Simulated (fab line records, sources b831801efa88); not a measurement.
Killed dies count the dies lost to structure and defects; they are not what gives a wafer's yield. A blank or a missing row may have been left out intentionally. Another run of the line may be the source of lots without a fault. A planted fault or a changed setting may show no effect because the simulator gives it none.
fab line records -- flow sky130
[record] lots = 6, wafers = 18, lastDay = 50
route steps=708 shown VT_ADJUST_PCH@148 SONOS_TUNNEL@154 PAD_OPEN@708
lots that met no fault: taken from a fault-free run of the same line
startH: hours from the record's opening day to when the first of the lot's shown wafers began -- waitH: time in hours since the lot's previous step -- " the same as in the row above -- L1.1+2: several wafers, shown together as one row -- - value missing, or start not given -- * or withheld: withheld -- < > ~ a bound
route shown NAME@n: names a module that has steps shown in the file, with the first one's number in the route -- usual: the fault-free wafers' mean and standard deviation -- same: alike in all rows -- chamber/n: place in a boat -- sites: readings site by site -- _std_site: the values' standard deviation -- _edge_site: mean of outer sites minus mean of inner sites -- radiusMm: how far each site lies from the wafer's centre -- mask NAME#n: copy n -- behind: the tool/chamber that last shaped the wafer -- hold: why the lot went on hold/how many hours it stayed there/how the hold came to an end -- device: which transistor (n, p or np) failed to switch -- end of line: the route-end tests of the same wafers -- a step without rows: its recipe alone -- killed: at the first sort, the dies lost to defects and structure; wafer yield is something else -- map: a wafer's dies, marking killed ones x, the rest . and places with no die _
set.NAME: setting as actually run; set.NAME@STEP: the setting as run at that earlier step -- model.NAME: the simulator's own value behind a step, which no gauge read
lots at selected steps of the route; one table per step, one row per wafer
services: a tool's chamber out of use, with start hour (startH, from the record's first day; less than 0 if before it), hours out, and reason
[[steps]]
[step SKY_VT_ADJUST_PCH_PEB_05]
[recipe] tempC = 115, timeS = withheld
[step SKY_VT_ADJUST_PCH_DEVELOP_06]
[recipe] wallAngleDeg = 90, developer = TMAH, developTimeS = 60, devTempC = 23
[step SKY_VT_ADJUST_PCH_OVL_MEAS_07]
[usual] VT_ADJUST_PCH_OVL = 0.8/1.5
lot.wafer,tool,chamber,startH,waitH,VT_ADJUST_PCH_OVL[nm]
L168.2,overlay-02,-,249.55,-,2.4
L168.4,overlay-02,-,249.55,-,2.9
L168.5,overlay-02,-,249.55,-,2.6
L172.1,overlay-02,-,282.45,-,-1.3
L172.2,overlay-02,-,282.45,-,-0.2
L172.6,overlay-02,-,282.45,-,-0.1
L178.1,overlay-01,-,331.12,-,1.6
L178.3,overlay-01,-,331.12,-,1.5
L178.4,overlay-01,-,331.12,-,-0.2
L180.1,overlay-01,-,339.35,-,1.2
L180.3,overlay-01,-,339.35,-,2.2
L180.6,overlay-01,-,339.35,-,3.5
L181.1,overlay-01,-,348.20,-,0.6
L181.2,overlay-01,-,348.20,-,0.6
L181.4,overlay-01,-,348.20,-,0.4
L188.3,overlay-02,-,406.16,-,-3.1
L188.4,overlay-02,-,406.16,-,-1.2
L188.5,overlay-02,-,406.16,-,-1.3
[step SKY_VT_ADJUST_PCH_IMPLANT_08]
[recipe] species = B, energyKev = 10, doseCm2 = 5e+11, tiltDeg = withheld
[step SKY_VT_ADJUST_PCH_STRIP_09]
[recipe] chemistry = O2/N2, powerW = 1400, pressureMtorr = 1500, platenTempC = withheld, o2FlowSccm = 3000, n2FlowSccm = 300, overashFraction = 0.5
[usual] drypumpMotorCurrentA = 5.8/0.41, oesProductAu = 0.723/0.0044, stripTimeToEndpointS = 37.00/0.12
lot.wafer,tool,chamber,startH,waitH,drypumpMotorCurrentA,oesProductAu,rfHoursCounterH,stripTimeToEndpointS
L168.2,plasmaAsher-04,0,249.73,0.1,6.2,0.720,13,37.10
L168.4,plasmaAsher-04,1,249.73,0.1,6.3,0.722,-,37.16
L168.5,plasmaAsher-04,0,249.73,0.1,6.1,0.720,-,37.11
L172.1,plasmaAsher-03,0,282.63,0.1,5.7,0.726,61,37.25
L172.2,plasmaAsher-03,1,282.63,0.1,5.9,0.726,61,37.13
L172.6,plasmaAsher-03,1,282.63,0.1,5.9,0.723,-,37.15
L178.1,plasmaAsher-04,1,331.31,0.1,6.2,0.725,20,36.75
L178.3,plasmaAsher-04,0,331.31,0.1,6.1,0.717,-,36.90
L178.4,plasmaAsher-04,1,331.31,0.1,6.2,0.728,-,36.85
L180.1,plasmaAsher-02,1,339.53,0.1,5.1,0.720,65,37.02
L180.3,plasmaAsher-02,1,339.53,0.1,5.0,0.715,-,37.07
L180.6,plasmaAsher-02,0,339.53,0.1,6.4,0.723,-,37.15
L181.1,plasmaAsher-03,1,348.38,0.1,5.9,0.722,68,36.83
L181.2,plasmaAsher-03,0,348.38,0.1,5.7,0.725,68,36.87
L181.4,plasmaAsher-03,0,348.38,0.1,5.7,0.726,-,36.91
L188.3,plasmaAsher-03,0,406.36,0.1,5.7,0.729,-,36.97
L188.4,plasmaAsher-03,1,406.36,0.1,5.9,0.726,-,36.88
L188.5,plasmaAsher-03,1,406.36,0.1,5.9,0.732,-,36.98
[step SKY_VT_ADJUST_PCH_TW_MEAS_10]
[usual] VT_ADJUST_PCH_TW = 142.3/1.2
lot.wafer,tool,chamber,startH,waitH,VT_ADJUST_PCH_TW
L168.2,filmMetro-04,-,249.84,0.1,140.3
L168.4,filmMetro-04,-,249.84,0.1,140.0
L168.5,filmMetro-04,-,249.84,0.1,140.7
L172.1,filmMetro-02,-,282.73,0.1,143.1
L172.2,filmMetro-02,-,282.73,0.1,143.8
L172.6,filmMetro-02,-,282.73,0.1,142.8
L178.1,filmMetro-04,-,331.41,0.1,141.0
L178.3,filmMetro-04,-,331.41,0.1,141.4
L178.4,filmMetro-04,-,331.41,0.1,141.0
L180.1,filmMetro-02,-,339.63,0.1,142.6
L180.3,filmMetro-02,-,339.63,0.1,143.5
L180.6,filmMetro-02,-,339.63,0.1,143.3
L181.1,filmMetro-02,-,348.48,0.1,143.7
L181.2,filmMetro-02,-,348.48,0.1,143.2
L181.4,filmMetro-02,-,348.48,0.1,143.9
L188.3,filmMetro-03,-,406.45,0.1,142.8
L188.4,filmMetro-03,-,406.45,0.1,142.5
L188.5,filmMetro-03,-,406.45,0.1,142.4
[step SKY_SONOS_TUNNEL_DEHYDRATE_00]
[recipe] tempC = 200, timeS = 60
[step SKY_SONOS_TUNNEL_HMDS_01]
[recipe] primeTimeS = 60, primeTempC = 120
[step SKY_SONOS_TUNNEL_COAT_02]
[recipe] resist = NOVOLAK, spinRpm = 3000, resistThkNm = 1140
[step SKY_SONOS_TUNNEL_SOFTBAKE_03]
[recipe] tempC = 90, timeS = 60, resist = NOVOLAK
[step SKY_SONOS_TUNNEL_EXPOSE_04]
[recipe] maskId = TUNM, na = 0.6, sourceShape = conventional, sigmaOuter = 0.6, polarization = unpolarized, targetCdNm = 410, doseMj = 136
[step SKY_SONOS_TUNNEL_PEB_05]
[recipe] tempC = withheld, timeS = *, resist = NOVOLAK
[step SKY_SONOS_TUNNEL_DEVELOP_06]
[recipe] resist = NOVOLAK, developer = TMAH, developTimeS = 60, devTempC = 23
lot.wafer,tool,chamber,startH,waitH
L168.2+4+5,lithoTrack-03,0,273.57,0.1
L172.1+2+6,lithoTrack-02,0,307.62,0.1
L178.1+3+4,lithoTrack-03,0,359.05,0.1
L180.1+3+6,lithoTrack-03,0,367.10,0.1
L181.1+2+4,lithoTrack-01,0,375.78,0.1
L188.3+4+5,lithoTrack-01,0,436.78,0.1
[step SKY_SONOS_TUNNEL_CD_MEAS_07]
[recipe] targetCdNm = 410
[usual] cdNm = 410.1/2.4
lot.wafer,tool,chamber,startH,waitH,cdNm
L168.2,cdSem-01,-,273.72,0.1,411.2
L168.4,cdSem-01,-,273.72,0.1,413.4
L168.5,cdSem-01,-,273.72,0.1,413.2
L172.1,cdSem-01,-,307.77,0.1,411.8
L172.2,cdSem-01,-,307.77,0.1,409.7
L172.6,cdSem-01,-,307.77,0.1,409.2
L178.1,cdSem-02,-,359.20,0.1,366.3
L178.3,cdSem-02,-,359.20,0.1,364.1
L178.4,cdSem-02,-,359.20,0.1,362.8
L180.1,cdSem-01,-,367.25,0.1,369.0
L180.3,cdSem-01,-,367.25,0.1,368.4
L180.6,cdSem-01,-,367.25,0.1,370.7
L181.1,cdSem-01,-,375.93,0.1,405.6
L181.2,cdSem-01,-,375.93,0.1,406.3
L181.4,cdSem-01,-,375.93,0.1,404.3
L188.3,cdSem-01,-,436.92,0.1,411.2
L188.4,cdSem-01,-,436.92,0.1,409.5
L188.5,cdSem-01,-,436.92,0.1,410.9
[step SKY_SONOS_TUNNEL_OVL_MEAS_08]
[usual] SONOS_TUNNEL_OVL = -0.7/1.2
lot.wafer,tool,chamber,startH,waitH,SONOS_TUNNEL_OVL[nm]
L168.2,overlay-01,-,273.82,0.1,-1.0
L168.4,overlay-01,-,273.82,0.1,-0.4
L168.5,overlay-01,-,273.82,0.1,-2.8
L172.1,overlay-01,-,307.89,0.1,0.6
L172.2,overlay-01,-,307.89,0.1,-2.6
L172.6,overlay-01,-,307.89,0.1,-0.4
L178.1,overlay-01,-,359.32,0.1,-0.1
L178.3,overlay-01,-,359.32,0.1,-1.1
L178.4,overlay-01,-,359.32,0.1,-0.9
L180.1,overlay-01,-,367.37,0.1,-1.6
L180.3,overlay-01,-,367.37,0.1,0.0
L180.6,overlay-01,-,367.37,0.1,-2.1
L181.1,overlay-01,-,376.05,0.1,-1.8
L181.2,overlay-01,-,376.05,0.1,0.6
L181.4,overlay-01,-,376.05,0.1,-1.0
L188.3,overlay-01,-,437.01,0.1,-0.9
L188.4,overlay-01,-,437.01,0.1,0.5
L188.5,overlay-01,-,437.01,0.1,0.0
[step SKY_PAD_OPEN_PROBE_99]
[usual] killed_at_M0_to_M3 = 43/6.7, killed_at_M4_up = 3.2/1.8, killedAtContacts = 24/4.8, killedAtFrontEnd = 16/4.2, killedAtOther = 0.3/0.56, killedDies = 86/8.5, killedOpen = 47/6.7, killedShort = 39/6
[same] grossDies = 492, killedAtBackSide = 0
lot.wafer,tool,chamber,startH,waitH,killed_at_M0_to_M3,killed_at_M4_up,killedAtContacts,killedAtFrontEnd,killedAtOther,killedDies,killedOpen,killedShort
L168.2,prober-02,-,1090.88,0.1,43,1,26,16,0,86,49,37
L168.4,prober-02,-,1090.98,0.2,37,5,26,13,0,81,43,38
L168.5,prober-02,-,1091.03,0.2,47,1,26,23,0,97,47,49
L172.1,prober-02,-,1120.90,0.1,45,5,26,19,0,95,49,46
L172.2,prober-02,-,1120.95,0.1,45,2,21,14,0,82,46,36
L172.6,prober-02,-,1121.15,0.2,43,2,22,14,0,81,48,33
L178.1,prober-02,-,1151.95,0.1,28,6,29,11,0,74,49,25
L178.3,prober-02,-,1152.05,0.2,43,0,25,19,0,87,57,30
L178.4,prober-02,-,1152.10,0.2,43,4,27,14,0,88,49,39
L180.1,prober-02,-,1160.51,0.1,46,6,24,25,0,101,50,51
L180.3,prober-02,-,1160.61,0.2,56,2,17,20,0,95,54,41
L180.6,prober-02,-,1160.76,0.2,54,3,24,17,0,98,48,50
// killed by level:class
L168.2 CONTACT:geometricParticle:open=11 VIA1:geometricParticle:open=11 CONTACT:geometricParticle:short=7 VIA2:geometricParticle:open=7 VIA3:geometricParticle:short=6 FIELD_ISO:geometricParticle:open=5 METAL1:geometricParticle:short=5 METAL2:geometricParticle:short=5
L168.4 CONTACT:geometricParticle:open=10 LI_CONTACT:geometricParticle:open=8 VIA1:geometricParticle:open=8 VIA3:geometricParticle:open=8 FIELD_ISO:geometricParticle:short=5 METAL4:geometricParticle:short=5 LOCAL_INTERCONNECT:geometricParticle:short=4 METAL3:geometricParticle:short=4
L168.5 CONTACT:geometricParticle:open=10 VIA1:geometricParticle:open=10 VIA3:geometricParticle:open=9 CONTACT:geometricParticle:short=7 FIELD_ISO:geometricParticle:short=5 POLY_GATE:geometricParticle:open=5 POLY_GATE:geometricParticle:short=5 METAL2:geometricParticle:short=5
L172.1 VIA1:geometricParticle:open=14 CONTACT:geometricParticle:open=8 LOCAL_INTERCONNECT:geometricParticle:short=7 SPACER:geometricParticle:short=6 LI_CONTACT:geometricParticle:open=6 VIA3:geometricParticle:open=6 FIELD_ISO:geometricParticle:open=5 POLY_GATE:geometricParticle:short=5
L172.2 VIA2:geometricParticle:open=12 VIA1:geometricParticle:open=10 CONTACT:geometricParticle:open=6 VIA3:geometricParticle:open=6 LI_CONTACT:geometricParticle:open=5 METAL1:geometricParticle:short=5 METAL3:geometricParticle:short=5 POLY_GATE:geometricParticle:short=4
L172.6 LI_CONTACT:geometricParticle:open=10 VIA1:geometricParticle:open=9 METAL2:geometricParticle:short=8 VIA3:geometricParticle:open=7 VIA2:geometricParticle:open=6 VIA1:geometricParticle:short=5 POLY_GATE:geometricParticle:open=5 METAL1:geometricParticle:short=5
L178.1 CONTACT:geometricParticle:open=15 VIA1:geometricParticle:open=10 LI_CONTACT:geometricParticle:open=7 METAL4:geometricParticle:short=6 LI_CONTACT:geometricParticle:short=4 FIELD_ISO:geometricParticle:short=3 POLY_GATE:geometricParticle:open=3 METAL1:geometricParticle:open=3
L178.3 VIA1:geometricParticle:open=14 CONTACT:geometricParticle:open=10 VIA3:geometricParticle:open=8 FIELD_ISO:geometricParticle:short=5 LI_CONTACT:geometricParticle:open=5 POLY_GATE:geometricParticle:open=5 VIA2:geometricParticle:open=5 FIELD_ISO:geometricParticle:open=4
L178.4 VIA1:geometricParticle:open=13 LI_CONTACT:geometricParticle:open=9 CONTACT:geometricParticle:open=8 METAL2:geometricParticle:short=7 VIA2:geometricParticle:open=7 POLY_GATE:geometricParticle:short=6 METAL1:geometricParticle:short=5 CONTACT:geometricParticle:short=4
L180.1 METAL2:geometricParticle:short=10 LI_CONTACT:geometricParticle:open=7 VIA3:geometricParticle:open=7 POLY_GATE:geometricParticle:open=6 METAL1:geometricParticle:short=6 FIELD_ISO:geometricParticle:short=5 FIELD_ISO:geometricParticle:open=5 VIA1:geometricParticle:short=5
L180.3 VIA1:geometricParticle:open=16 VIA3:geometricParticle:open=8 CONTACT:geometricParticle:short=7 VIA2:geometricParticle:open=7 LI_CONTACT:geometricParticle:open=6 VIA1:geometricParticle:short=6 METAL2:geometricParticle:short=5 FIELD_ISO:geometricParticle:open=4
L180.6 VIA1:geometricParticle:open=10 METAL2:geometricParticle:short=10 LI_CONTACT:geometricParticle:open=8 CONTACT:geometricParticle:open=8 METAL1:geometricParticle:short=8 VIA2:geometricParticle:open=6 VIA1:geometricParticle:short=5 FIELD_ISO:geometricParticle:short=4
[[services]]
tool,chamber,startH,hours,kind
plasmaAsher-03,-,235.80,0.3,repair
lithoTrack-02,-,332.79,-,consumableReplace:filter
plasmaAsher-04,-,340.54,4.7,repair
plasmaAsher-02,-,356.20,2.8,pm
plasmaAsher-04,-,372.95,2.3,repair
plasmaAsher-03,-,377.28,1.8,repair
plasmaAsher-03,-,421.25,9.0,pm
plasmaAsher-03,0,421.25,9.0,ventCycle
plasmaAsher-03,1,421.25,9.0,ventCycle
plasmaAsher-03,0,430.25,-,clean
plasmaAsher-03,1,430.25,-,clean
[[key]]
[firstSign] step = SKY_SONOS_TUNNEL_CD_MEAS_07, reading = cdNm, direction = down, sigmas = 18, usual = 410.1, struck = 366.9
effect none on later readings
metAt SKY_SONOS_TUNNEL_DEVELOP_06
struckWafers L178.1,L178.3,L178.4,L180.1,L180.3,L180.6
testerLeftOut L178,L180
onsetBetween 273.57 359.05
[fault] kind = processParameterDrift, tool = lithoTrack-03, chamber = -, onsetH = 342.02, steps = SKY_SONOS_TUNNEL_DEVELOP_06, channel = developTimeS, offset = *, shape = step, endH = 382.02, actsIn = *, stated = *
// testerLeftOut: of these lots the tester's yield and bins aren't shown, on N5 and GAA mostly nor the transistor test; their killed dies are dies lost to structure and defects alone, not to doping, threshold or leakage, so they don't give the yield
